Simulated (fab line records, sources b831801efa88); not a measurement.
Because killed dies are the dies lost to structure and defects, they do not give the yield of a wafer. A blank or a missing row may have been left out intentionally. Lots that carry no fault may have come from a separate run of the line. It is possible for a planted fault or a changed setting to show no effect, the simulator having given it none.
Matching of chambers + flow sky130 + 4 sister chambers for SKY_LI_CONTACT_CMP_24 on cmp-02
The step polishes, stops on PSG, t overpolish 20 s, target thk 0 nm. 16 wafers are shown with their chamber, then 8 later ones without.

== WAFERS PAIRED WITH THEIR CHAMBERS ==
| wafer  | chamber | motorCurrentA (A) | timeToEndpointS (s) | slurryFlowMlMin |
|--------|---------|-------------------|---------------------|-----------------|
| L122.1 | 1       | 12.9              | 90                  | 149.7           |
| L122.2 | 0       | 9.9               | 93                  | 150.2           |
| L122.6 | 2       | 12.7              | 97                  | 150.4           |
| L123.1 | 2       | 12.5              | 100                 | 149.6           |
| L123.3 | 1       | 13.3              | 92                  | 150.0           |
| L123.4 | 0       | 10.4              | 98                  | 150.2           |
| L125.4 | 2       | 12.7              | 98                  | 150.6           |
| L125.5 | 2       | 12.6              | 99                  | 150.7           |
| L125.6 | 1       | 13.4              | 86                  | 150.3           |
| L130.1 | 2       | 12.4              | 102                 | 150.3           |
| L130.2 | 0       | 9.8               | 96                  | 150.7           |
| L130.5 | 0       | 10.3              | 93                  | 150.2           |
| L132.1 | 2       | 12.8              | 100                 | 149.9           |
| L132.2 | 3       | 12.3              | 97                  | 149.8           |
| L132.3 | 0       | 9.6               | 98                  | 149.7           |
| L133.1 | 3       | 12.0              | 100                 | 149.2           |

SIGNATURES (averages over the wafers above)
| reading         | chamber 0 | chamber 1 | chamber 2 | chamber 3 | scatter within a chamber |
|-----------------|-----------|-----------|-----------|-----------|--------------------------|
| motorCurrentA   | 10.000    | 13.200    | 12.617    | 12.150    | 0.251                    |
| timeToEndpointS | 95.60     | 89.33     | 99.33     | 98.50     | 2.3                      |
| slurryFlowMlMin | 150.200   | 150.000   | 150.250   | 149.500   | 0.382                    |
Rule: a wafer lies at a distance from a chamber equal to the root of the sum of squares, over the readings, of (its reading less the chamber's mean, divided by the reading's scatter). The wafer belongs to the nearest chamber; if the next one is less than 2 further off, it can't be placed. How the scatter is found: for the shown wafers, subtract from each reading the mean of its chamber, square and add these, divide the total by (wafers less chambers), then take the root.

== WAFERS MISSING THEIR CHAMBER ==
| wafer  | motorCurrentA (A) | timeToEndpointS (s) | slurryFlowMlMin |
|--------|-------------------|---------------------|-----------------|
| L133.4 | 12.3              | 95                  | 150.8           |
| L133.6 | 12.3              | 102                 | 149.4           |
| L138.1 | 12.7              | 97                  | 149.9           |
| L138.4 | 12.3              | 97                  | 150.1           |
| L138.5 | 12.7              | 95                  | 150.3           |
| L144.1 | 11.9              | 100                 | 150.4           |
| L144.2 | 12.8              | 91                  | 149.9           |
| L144.6 | 12.7              | 95                  | 150.2           |

== THE CHAMBER EACH PASSED THROUGH ==
| wafer  | from the rows above          | in truth |
|--------|------------------------------|----------|
| L133.4 | can't be placed: 2 or 3      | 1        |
| L133.6 | can't be placed: 3 or 2      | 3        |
| L138.1 | can't be placed: 2 or 3      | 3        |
| L138.4 | can't be placed: 2 or 3      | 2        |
| L138.5 | can't be placed: 2 or 1 or 3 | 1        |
| L144.1 | can't be placed: 3 or 2      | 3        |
| L144.2 | 1                            | 1        |
| L144.6 | can't be placed: 2 or 1 or 3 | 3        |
Placed correctly: 1 of 8. Unplaceable from these rows: 7, with the true chamber sitting among the candidates in 6. Wrongly placed: 0.
